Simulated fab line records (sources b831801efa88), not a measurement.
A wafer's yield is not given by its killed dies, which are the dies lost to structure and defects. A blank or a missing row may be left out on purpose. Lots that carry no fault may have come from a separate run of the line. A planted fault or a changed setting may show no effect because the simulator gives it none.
Comparing a struck lot with a sound one -- flow gf180mcu -- 18 steps out of a route of 602
Sound: wafers L171.1, L171.4, L171.5. Struck: wafer L185.1 (L185.3, L185.6, from the same lot, were not struck and are left out); the cause is given at the end.
At each step with rows: each side's tool, then ch and its chambers, then its first start. Under that, the readings that differ: sound wafers -- struck wafers -- difference of the means -- sigmas: that difference in standard deviations of wafers without a fault.
alike: words and numbers the same on both sides, and readings whose means are apart by under 2 such deviations; not compared: readings that were withheld, readings missing a value for some wafer, numbers with overlapping values and no deviation given by the record, and bounds like >300 which may hide the same value.
Wherever a step has rows on one side only, a row that says differs or no value, or a row with sigmas, the two part there. When numbers do not overlap yet have no deviation, they are printed without sigmas and do not part them. A reading missing from all wafers of one side parts the sides only when that side holds two or more wafers.

first, 3 steps without rows for these wafers: GF_V2_EXPOSE_11 (exposes mask Via2, target cd 260 nm); GF_V2_PEB_12 (peb time 90 s); GF_V2_DEVELOP_13 (develop time 60 s).
GF_V2_CD_MEAS_14: target cd 260 nm.
  sound on cd-sem-01, day 23 09:13; struck on cd-sem-01, day 27 08:35
  alike: cd-nm
GF_V2_OVL_MEAS_15:
  sound on overlay-02, day 23 09:20; struck on overlay-01, day 27 08:42
  alike: V2_OVL
GF_V2_ETCH_16: etches BARC in N2/H2.
  sound on rie-diel-01 ch 1,2, day 23 09:22; struck on rie-diel-03 ch 3, day 27 08:44
  alike: drypump-motor-current-A, n2-flow-sccm, oes-product-au, throttle-valve-pct
GF_V2_ETCH_17: etches SiO2 in C4F8/O2/Ar, stops on TiN, target depth 630 nm.
  sound on rie-diel-01 ch 1,2; struck on rie-diel-03 ch 3
  alike: oes-product-au
GF_V2_STRIP_18: strips in O2/N2.
  sound on plasma-asher-01 ch 0,1, day 23 09:30; struck on plasma-asher-01 ch 1, day 27 08:52
  alike: drypump-motor-current-A, heater-power-w, n2-flow-sccm, oes-product-au, platen-temp-c
  not compared: rf-hours-counter-h
then, 2 steps without rows for these wafers: GF_V2_STRIP_19 (strips in post etch residue remover, time 1200 s); GF_V2_CLEAN_20 (cleans in DIW).
GF_V2_SPUTTER_21: material Ti, target thk 15 nm, time 80.02 s.
  sound on pvd-sputter-02, day 23 10:02; struck on pvd-sputter-03, day 27 09:26
  alike: substrate-temp-c, throttle-valve-pct
GF_V2_SPUTTER_22: material TiN, target thk 10 nm, time 40 s.
  sound on pvd-sputter-02, day 23 10:05; struck on pvd-sputter-03, day 27 09:30
  alike: throttle-valve-pct
GF_V2_CVD_23: deposits W, target thk 350 nm, time 104.94 s.
  sound on cvd-w-01 ch 0,1, day 23 10:08; struck on cvd-w-02 ch 0, day 27 09:32
reading,sound,struck,difference,sigmas
model.W_of_V2_CVD_23.thk-nm (nm),343.4 343.5 345,305.4,-38.6,
  alike: heater-power-outer-w, heater-power-w
GF_V2_RS_MEAS_24: the measuring method here is four-point-probe.
  sound on film-metro-04, day 23 10:14; struck on film-metro-02, day 27 09:39
reading,sound,struck,difference,sigmas
V2_W_RS (ohm/sq),0.334 0.333 0.333,0.375,+0.042,+9
GF_V2_THK_MEAS_25: measures by xrf.
  sound on film-metro-04, day 23 10:22; struck on film-metro-02, day 27 09:46
reading,sound,struck,difference,sigmas
V2_W_THK (nm),342 344 344,311,-32,-6
GF_V2_CMP_26: polishes, stops on SiO2, t overpolish 15 s, target thk 0 nm.
  sound on cmp-02 ch 0,1,3, day 23 10:31; struck on cmp-01 ch 1, day 27 09:50
reading,sound,struck,difference,sigmas
time-to-endpoint-s (s),86 85 87,71,-15,-4
  alike: motor-current-A
then, 2 steps without rows for these wafers: GF_M3_SPUTTER_00 (material Ti, target thk 37.5 nm, time 150 s); GF_PASSIVATION_PROBE_99.

WHERE THEY PART
At GF_V2_RS_MEAS_24 first; at GF_V2_CMP_26 last (within this record only).

WHY: what had been put in by the simulator
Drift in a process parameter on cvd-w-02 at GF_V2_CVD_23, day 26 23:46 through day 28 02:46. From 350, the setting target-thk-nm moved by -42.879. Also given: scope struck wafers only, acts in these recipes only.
